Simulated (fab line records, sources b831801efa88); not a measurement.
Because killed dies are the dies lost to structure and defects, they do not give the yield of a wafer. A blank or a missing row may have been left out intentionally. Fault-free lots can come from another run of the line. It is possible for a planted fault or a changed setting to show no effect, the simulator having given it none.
fab line records | flow gf180mcu
record: lots: 6 wafers: 18 last-day: 34
route steps=602 shown HV_LDD@199
lots untouched by any fault: they come from a run of this same line in which no faults occurred
start-h: hours from the record's opening day to when the first of the lot's shown wafers began | wait-h: hours elapsed since this lot's preceding step | " repeats the value in the row above | L1.1+2: a single row standing in for several wafers | - no value, or no start given | * or withheld: withheld | < > ~ a bound
route shown NAME@n: a module of which the file shows steps, and the number in the route of the first | usual: mean/standard deviation taken from wafers without a fault | same: alike in all rows | chamber/n: place in a boat | sites: each site's reading | _std_site: the values' standard deviation | _edge_site: mean of outer sites minus mean of inner sites | radius-mm: for every site, how far away it sits from the centre of the wafer | mask NAME#n: copy n | behind: the tool/chamber that last shaped the wafer | hold: reason for holding the lot/hours on hold/outcome of the hold | device: which transistor (n, p or np) failed to switch | end of line: the route-end tests of the same wafers | a step without rows: its recipe alone | killed: not the wafer's yield, but the dies lost to structure and defects at the first sort | map: dies across one wafer; x = killed, . = not, _ = none there
set.NAME: setting as actually run; set.NAME@STEP: the setting as run at that earlier step | model.NAME: the simulator's own value behind a step, which no gauge read
lots at some steps of the route; a table a step, a row a wafer
services: a tool's chamber out of use, with start hour (start-h, from the record's first day; less than 0 if before it), hours out, and reason
== steps ==
step: GF_HV_LDD_TW_MEAS_23
usual: HV_LDD_2_TW: 1052/7.3
columns lot.wafer tool chamber start-h wait-h HV_LDD_2_TW
L552.1 film-metro-04 - 242.93 0.1 1042
L552.4 " - " " 1048
L552.6 " - " " 1046
L560.3 film-metro-03 - 310.90 0.1 1061
L560.4 " - " " 1063
L560.5 " - " " 1057
L562.1 film-metro-01 - 318.33 0.1 1052
L562.4 " - " " 1059
L562.5 " - " " 1054
L566.1 film-metro-03 - 353.63 0.1 1063
L566.5 " - " " 1061
L566.6 " - " " 1064
L567.2 film-metro-01 - 357.17 0.1 1046
L567.4 " - " " 1041
L567.5 " - " " 1050
L573.1 film-metro-04 - 397.77 0.1 1040
L573.3 " - " " 1040
L573.5 " - " " 1040
step: GF_HV_LDD_DEHYDRATE_24
recipe: temp-c: 200 time-s: 60
step: GF_HV_LDD_HMDS_25
recipe: prime-time-s: 60 prime-temp-c: 120
step: GF_HV_LDD_COAT_26
recipe: resist: NOVOLAK spin-rpm: 3000 resist-thk-nm: 1000
step: GF_HV_LDD_SOFTBAKE_27
recipe: temp-c: 90 time-s: 60 resist: NOVOLAK
step: GF_HV_LDD_EXPOSE_28
recipe: mask-id: Nplus_HV_AREA target-cd-nm: 400 na: 0.6 source-shape: conventional sigma-outer: 0.6 dose-mj: 140
step: GF_HV_LDD_PEB_29
recipe: temp-c: withheld time-s: * resist: NOVOLAK
step: GF_HV_LDD_DEVELOP_30
recipe: develop-time-s: 60 dev-temp-c: 23
step: GF_HV_LDD_CD_MEAS_31
recipe: target-cd-nm: 400
usual: cd-nm: 399.9/2
columns lot.wafer tool chamber start-h wait-h cd-nm
L552.1 cd-sem-02 - 260.90 0.1 398.8
L552.4 " - " " 400.3
L552.6 " - " " 397.8
L560.3 cd-sem-02 - 331.46 0.1 396.6
L560.4 " - " " 394.7
L560.5 " - " " 396.0
L562.1 cd-sem-02 - 339.43 0.1 399.2
L562.4 " - " " 400.3
L562.5 " - " " 398.6
L566.1 cd-sem-02 - 375.55 0.1 400.6
L566.5 " - " " 402.2
L566.6 " - " " 403.0
L567.2 cd-sem-02 - 379.17 0.1 400.4
L567.4 " - " " 400.2
L567.5 " - " " 399.8
L573.1 cd-sem-02 - 420.62 0.1 400.0
L573.3 " - " " 398.2
L573.5 " - " " 401.2
step: GF_HV_LDD_OVL_MEAS_32
usual: HV_LDD_02_OVL: -0.6/1.3
columns lot.wafer tool chamber start-h wait-h HV_LDD_02_OVL[nm]
L552.1 overlay-01 - 261.02 0.1 -1.1
L552.4 " - " " -1.7
L552.6 " - " " -1.3
L560.3 overlay-02 - 331.55 0.1 -1.8
L560.4 " - " " -1.4
L560.5 " - " " -2.7
L562.1 overlay-01 - 339.55 0.1 -1.6
L562.4 " - " " -0.3
L562.5 " - " " -0.1
L566.1 overlay-01 - 375.67 0.1 0.1
L566.5 " - " " 0.5
L566.6 " - " " 0.4
L567.2 overlay-02 - 379.28 0.1 -0.9
L567.4 " - " " -2.3
L567.5 " - " " -2.1
L573.1 overlay-01 - 420.74 0.1 2.3
L573.3 " - " " 1.5
L573.5 " - " " 0.9
step: GF_HV_LDD_IMPLANT_33
recipe: species: P energy-kev: 60 dose-cm2: 7.5e+12 tilt-deg: 30 rotation-deg: 0
step: GF_HV_LDD_IMPLANT_34
recipe: species: P energy-kev: 60 dose-cm2: 7.5e+12 tilt-deg: 30 rotation-deg: 90
step: GF_HV_LDD_IMPLANT_35
recipe: species: P energy-kev: 60 dose-cm2: 7.5e+12 tilt-deg: 30 rotation-deg: 180
usual: beam-energy-keV: 59.991/0.017 beam-on-s: 9.96/0.19 faraday-current-uA: 42.5/0.81
columns lot.wafer tool chamber start-h wait-h beam-energy-keV beam-on-s faraday-current-uA
L552.1 implanter-02 0 261.36 0.1 60.014 10.31 41.0
L552.4 " 0 " " 59.985 10.17 41.5
L552.6 " 0 " " 59.966 10.22 41.4
L560.3 implanter-03 - 331.92 0.1 - - -
L560.4 " - " " - - -
L560.5 " - " " - - -
L562.1 implanter-03 - 339.88 0.1 - - -
L562.4 " - " " - - -
L562.5 " - " " - - -
L566.1 implanter-03 0 376.01 0.1 60.000 9.68 43.7
L566.5 " 0 " " 60.000 9.89 42.9
L566.6 " 0 " " 59.991 10.17 41.6
L567.2 implanter-03 0 379.63 0.1 59.961 9.71 43.5
L567.4 " 0 " " 59.978 10.03 42.3
L567.5 " 0 " " 59.938 10.19 41.4
L573.1 implanter-02 0 421.08 0.1 59.954 10.08 41.7
L573.3 " 0 " " 59.952 9.62 43.8
L573.5 " 0 " " 59.972 10.18 41.5
step: GF_HV_LDD_IMPLANT_36
recipe: species: P energy-kev: 60 dose-cm2: 7.5e+12 tilt-deg: 30 rotation-deg: 270
step: GF_HV_LDD_STRIP_37
recipe: chemistry: O2/N2 power-w: 1400 pressure-mtorr: 1500 platen-temp-c: 250 o2-flow-sccm: 3000 n2-flow-sccm: 300 overash-fraction: 0.5
usual: drypump-motor-current-A: 5.8/0.58 heater-power-w: 317/26 oes-product-au: 0.716/0.0046 strip-time-to-endpoint-s: 12.63/0.044
columns lot.wafer tool chamber start-h wait-h drypump-motor-current-A heater-power-w oes-product-au rf-hours-counter-h strip-time-to-endpoint-s
L552.1 plasma-asher-04 1 261.66 0.1 6.2 344 0.721 61 12.67
L552.4 " 1 " " 6.2 335 0.708 - 12.67
L552.6 " 0 " " 5.2 315 0.719 - 12.69
L560.3 plasma-asher-01 0 334.93 0.1 5.5 323 0.723 - 12.62
L560.4 " 1 " " 6.3 283 0.722 - 12.63
L560.5 " 0 " " 5.6 322 0.714 - 12.61
L562.1 plasma-asher-03 0 340.18 0.1 4.8 374 0.717 24 12.67
L562.4 " 0 " " 4.8 367 0.724 - 12.70
L562.5 " 1 " " 6.5 302 0.711 - 12.67
L566.1 plasma-asher-01 1 376.31 0.1 6.3 285 0.715 60 12.59
L566.5 " 1 " " 6.3 285 0.709 - 12.65
L566.6 " 0 " " 5.6 319 0.717 - 12.59
L567.2 plasma-asher-04 0 379.91 0.1 5.2 307 0.720 72 12.59
L567.4 " 1 " " 6.2 343 0.719 - 12.65
L567.5 " 1 " " 6.2 345 0.718 - 12.61
L573.1 plasma-asher-01 0 421.38 0.1 5.5 318 0.726 66 12.58
L573.3 " 0 " " 5.5 323 0.710 - 12.57
L573.5 " 1 " " 6.3 285 0.702 - 12.61
step: GF_HV_LDD_TW_MEAS_38
usual: HV_LDD_3_TW: 1431/8.4
columns lot.wafer tool chamber start-h wait-h hold HV_LDD_3_TW
L552.1 film-metro-04 - 261.76 0.1 - 1424
L552.4 " - " " - 1429
L552.6 " - " " - 1421
L560.3 film-metro-03 - 335.02 0.1 await-dispo/0.2h/release 1317
L560.4 " - " " await-dispo/0.2h/release 1316
L560.5 " - " " await-dispo/0.2h/release 1317
L560.3 film-metro-03 - 335.24 0.2 - 1308
L560.4 " - " " - 1310
L560.5 " - " " - 1314
L562.1 film-metro-03 - 340.28 0.1 await-dispo/0.2h/release 1317
L562.4 " - " " await-dispo/0.2h/release 1318
L562.5 " - " " await-dispo/0.2h/release 1317
L562.1 film-metro-03 - 340.51 0.2 - 1323
L562.4 " - " " - 1327
L562.5 " - " " - 1321
L566.1 film-metro-04 - 376.41 0.1 - 1419
L566.5 " - " " - 1419
L566.6 " - " " - 1425
L567.2 film-metro-01 - 380.02 0.1 - 1422
L567.4 " - " " - 1433
L567.5 " - " " - 1421
L573.1 film-metro-03 - 421.48 0.1 - 1432
L573.3 " - " " - 1434
L573.5 " - " " - 1430
step: GF_HV_LDD_HMDS_40
recipe: prime-time-s: 60 prime-temp-c: 120
step: GF_HV_LDD_COAT_41
recipe: resist: NOVOLAK spin-rpm: 3000 resist-thk-nm: 1000
step: GF_HV_LDD_SOFTBAKE_42
recipe: temp-c: 90 time-s: 60 resist: NOVOLAK
step: GF_HV_LDD_EXPOSE_43
recipe: mask-id: Pplus_HV_AREA target-cd-nm: 400 na: 0.6 source-shape: conventional sigma-outer: 0.6 dose-mj: 140
step: GF_HV_LDD_PEB_44
recipe: temp-c: withheld time-s: * resist: NOVOLAK
step: GF_HV_LDD_DEVELOP_45
recipe: develop-time-s: 60 dev-temp-c: 23
step: GF_HV_LDD_CD_MEAS_46
recipe: target-cd-nm: 400
usual: cd-nm: 399.7/1.9
columns lot.wafer tool chamber start-h wait-h cd-nm
L552.1 cd-sem-01 - 279.87 0.1 400.7
L552.4 " - " " 398.8
L552.6 " - " " 397.4
L560.3 cd-sem-02 - 356.47 0.1 397.7
L560.4 " - " " 398.4
L560.5 " - " " 398.5
L562.1 cd-sem-02 - 362.27 0.1 398.0
L562.4 " - " " 400.0
L562.5 " - " " 399.1
L566.1 cd-sem-01 - 398.97 0.1 401.0
L566.5 " - " " 399.7
L566.6 " - " " 400.9
L567.2 cd-sem-01 - 403.00 0.1 402.9
L567.4 " - " " 403.3
L567.5 " - " " 404.4
L573.1 cd-sem-02 - 445.50 0.1 398.9
L573.3 " - " " 400.0
L573.5 " - " " 400.3
step: GF_HV_LDD_OVL_MEAS_47
usual: HV_LDD_03_OVL: 1.9/1.4
columns lot.wafer tool chamber start-h wait-h HV_LDD_03_OVL[nm]
L552.1 overlay-01 - 279.99 0.1 1.6
L552.4 " - " " 1.9
L552.6 " - " " 0.8
L560.3 overlay-01 - 356.56 0.1 0.3
L560.4 " - " " 1.9
L560.5 " - " " -0.5
L562.1 overlay-02 - 362.39 0.1 0.6
L562.4 " - " " 1.9
L562.5 " - " " 1.6
L566.1 overlay-02 - 399.09 0.1 1.1
L566.5 " - " " 0.7
L566.6 " - " " 1.4
L567.2 overlay-01 - 403.10 0.1 1.5
L567.4 " - " " 1.8
L567.5 " - " " 1.5
L573.1 overlay-01 - 445.62 0.1 1.3
L573.3 " - " " 1.7
L573.5 " - " " 1.2
step: GF_HV_LDD_IMPLANT_48
recipe: species: B energy-kev: 25 dose-cm2: 3e+13 tilt-deg: 7
step: GF_HV_LDD_STRIP_49
recipe: chemistry: O2/N2 power-w: 1400 pressure-mtorr: 1500 platen-temp-c: 250 o2-flow-sccm: 3000 n2-flow-sccm: 300 overash-fraction: 0.5
usual: drypump-motor-current-A: 5.8/0.66 heater-power-w: 320/30 oes-product-au: 0.716/0.0047 strip-time-to-endpoint-s: 12.64/0.033
columns lot.wafer tool chamber start-h wait-h drypump-motor-current-A heater-power-w oes-product-au rf-hours-counter-h strip-time-to-endpoint-s
L552.1 plasma-asher-01 0 280.18 0.1 5.6 324 0.711 50 12.69
L552.4 " 0 " " 5.6 311 0.713 - 12.67
L552.6 " 0 " " 5.5 334 0.706 - 12.65
L560.3 plasma-asher-03 0 356.77 0.1 4.8 363 0.716 - 12.65
L560.4 " 1 " " 6.5 308 0.722 - 12.63
L560.5 " 0 " " 4.8 357 0.716 - 12.64
L562.1 plasma-asher-01 1 362.57 0.1 6.3 278 0.713 59 12.70
L562.4 " 1 " " 6.3 280 0.709 - 12.68
L562.5 " 0 " " 5.6 327 0.720 - 12.67
L566.1 plasma-asher-04 1 399.27 0.1 6.2 343 0.719 74 12.62
L566.5 " 0 " " 5.1 305 0.721 - 12.64
L566.6 " 1 " " 6.2 343 0.715 - 12.63
L567.2 plasma-asher-01 0 403.28 0.1 5.6 329 0.718 63 12.64
L567.4 " 0 " " 5.6 318 0.715 - 12.64
L567.5 " 0 " " 5.5 323 0.718 - 12.61
L573.1 plasma-asher-01 1 445.80 0.1 6.3 280 0.710 69 12.70
L573.3 " 1 " " 6.3 281 0.714 - 12.68
L573.5 " 0 " " 5.5 330 0.717 - 12.69
step: GF_HV_LDD_TW_MEAS_50
usual: HV_LDD_4_TW: 567/3.7
columns lot.wafer tool chamber start-h wait-h HV_LDD_4_TW
L552.1 film-metro-01 - 280.28 0.1 565
L552.4 " - " " 566
L552.6 " - " " 565
L560.3 film-metro-01 - 356.85 0.1 564
L560.4 " - " " 564
L560.5 " - " " 568
L562.1 film-metro-03 - 362.67 0.1 572
L562.4 " - " " 567
L562.5 " - " " 565
L566.1 film-metro-04 - 399.37 0.1 561
L566.5 " - " " 560
L566.6 " - " " 560
L567.2 film-metro-01 - 403.39 0.1 566
L567.4 " - " " 566
L567.5 " - " " 564
L573.1 film-metro-01 - 445.90 0.1 567
L573.3 " - " " 567
L573.5 " - " " 563
step: GF_HV_LDD_CLEAN_51
recipe: chemistry: SC1/SC2 mix: 1:4:20 temp-c: 70 time-s: 150 dry: n2-spin
step: GF_HV_LDD_RTA_52
recipe: temp-c: 1000 time-s: 10 ambient: N2
usual: lamp-power-pct: 33/6.2 wafer_temp_C_max: 1005.5/1.2
columns lot.wafer tool chamber start-h wait-h lamp-power-pct wafer_temp_C_max
L552.1 rtp-anneal-02 0 280.39 0.0 28 1004.7
L552.4 " 0 " " 28 1003.7
L552.6 " 0 " " 28 1005.7
L560.3 rtp-anneal-01 0 356.96 0.0 41 1005.5
L560.4 " 0 " " 41 1006.0
L560.5 " 0 " " 41 1008.6
L562.1 rtp-anneal-02 0 362.78 0.0 28 1006.3
L562.4 " 0 " " 28 1005.1
L562.5 " 0 " " 28 1004.9
L566.1 rtp-anneal-02 0 399.49 0.0 28 1004.2
L566.5 " 0 " " 28 1003.6
L566.6 " 0 " " 28 1005.3
L567.2 rtp-anneal-02 0 403.50 0.0 28 1005.9
L567.4 " 0 " " 28 1004.6
L567.5 " 0 " " 28 1005.2
L573.1 rtp-anneal-02 0 446.01 0.0 28 1004.6
L573.3 " 0 " " 28 1004.2
L573.5 " 0 " " 28 1003.7
step: GF_HV_LDD_RS_MEAS_53
recipe: thk-meas-gauge: four-point-probe
usual: HV_LDD_RS: 418.6/0.98
columns lot.wafer tool chamber start-h wait-h hold HV_LDD_RS[ohm/sq]
L552.1 film-metro-04 - 280.45 0.1 - 417.8
L552.4 " - " " - 418.5
L552.6 " - " " - 418.7
L560.3 film-metro-03 - 357.05 0.1 await-dispo/0.2h/release 439.8
L560.4 " - " " await-dispo/0.2h/release 440.3
L560.5 " - " " await-dispo/0.2h/release 441.6
L560.3 film-metro-03 - 357.34 0.3 - 441.3
L560.4 " - " " - 441.1
L560.5 " - " " - 441.3
L562.1 film-metro-01 - 362.85 0.1 await-dispo/0.2h/release 438.5
L562.4 " - " " await-dispo/0.2h/release 437.4
L562.5 " - " " await-dispo/0.2h/release 437.9
L562.1 film-metro-01 - 363.14 0.3 - 437.9
L562.4 " - " " - 439.0
L562.5 " - " " - 438.7
L566.1 film-metro-01 - 399.56 0.1 - 417.8
L566.5 " - " " - 419.4
L566.6 " - " " - 419.5
L567.2 film-metro-04 - 403.58 0.1 - 419.5
L567.4 " - " " - 419.8
L567.5 " - " " - 418.4
L573.1 film-metro-04 - 446.08 0.1 - 418.9
L573.3 " - " " - 419.9
L573.5 " - " " - 419.2
== services ==
columns tool chamber start-h hours kind
implanter-02 - 254.64 2.4 repair
implanter-03 - 265.41 5.1 pm
implanter-02 - 292.47 4.4 repair
rtp-anneal-02 - 298.38 4.9 pm
rtp-anneal-01 - 320.82 4.2 pm
plasma-asher-04 - 321.90 6.9 repair
implanter-03 - 352.32 2.1 pm
plasma-asher-03 - 363.94 0.8 repair
plasma-asher-03 - 399.09 14.6 pm
plasma-asher-04 - 410.83 15.6 pm
plasma-asher-04 - 426.43 9.0 pm
plasma-asher-04 0 426.43 9.0 vent-cycle
plasma-asher-04 1 426.43 9.0 vent-cycle
implanter-03 - 431.88 0.7 repair
plasma-asher-04 0 435.43 - clean
plasma-asher-04 1 435.43 - clean
== key ==
first-sign: step: GF_HV_LDD_IMPLANT_35 reading: tool-record direction: missing
effect: step: GF_HV_LDD_TW_MEAS_38 reading: visit direction: added
effect: step: GF_HV_LDD_TW_MEAS_38 reading: HV_LDD_3_TW direction: down sigmas: 14 usual: 1431 struck: 1317
effect: step: GF_HV_LDD_RS_MEAS_53 reading: visit direction: added
effect: step: GF_HV_LDD_RS_MEAS_53 reading: HV_LDD_RS direction: up sigmas: 21 usual: 418.6 struck: 439.3
met-at GF_HV_LDD_IMPLANT_35
struck-wafers L560.3,L560.4,L560.5,L562.1,L562.4,L562.5
later-rows-left-out L560.3,L560.4,L560.5,L562.1,L562.4,L562.5
sort-left-out L560.3,L560.4,L560.5,L562.1,L562.4,L562.5
tester-left-out L560,L562
fault: kind: skipped-step-whole tool: implanter-03 chamber: - onset-h: 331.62 steps: GF_HV_LDD_IMPLANT_35 scope: struck-lots-only
tester-left-out: of these lots the tester's yield and bins aren't shown, on N5 and GAA mostly nor the transistor test; their killed dies are dies lost to structure and defects alone, not to doping, threshold or leakage, so they don't give the yield
sort-left-out: the simulated sort isn't trusted on such a fault, so these wafers' sort isn't shown, and their yield isn't known
later-rows-left-out: the simulator's readings of these wafers behind a module that went badly wrong aren't trusted and aren't shown, but for the sort
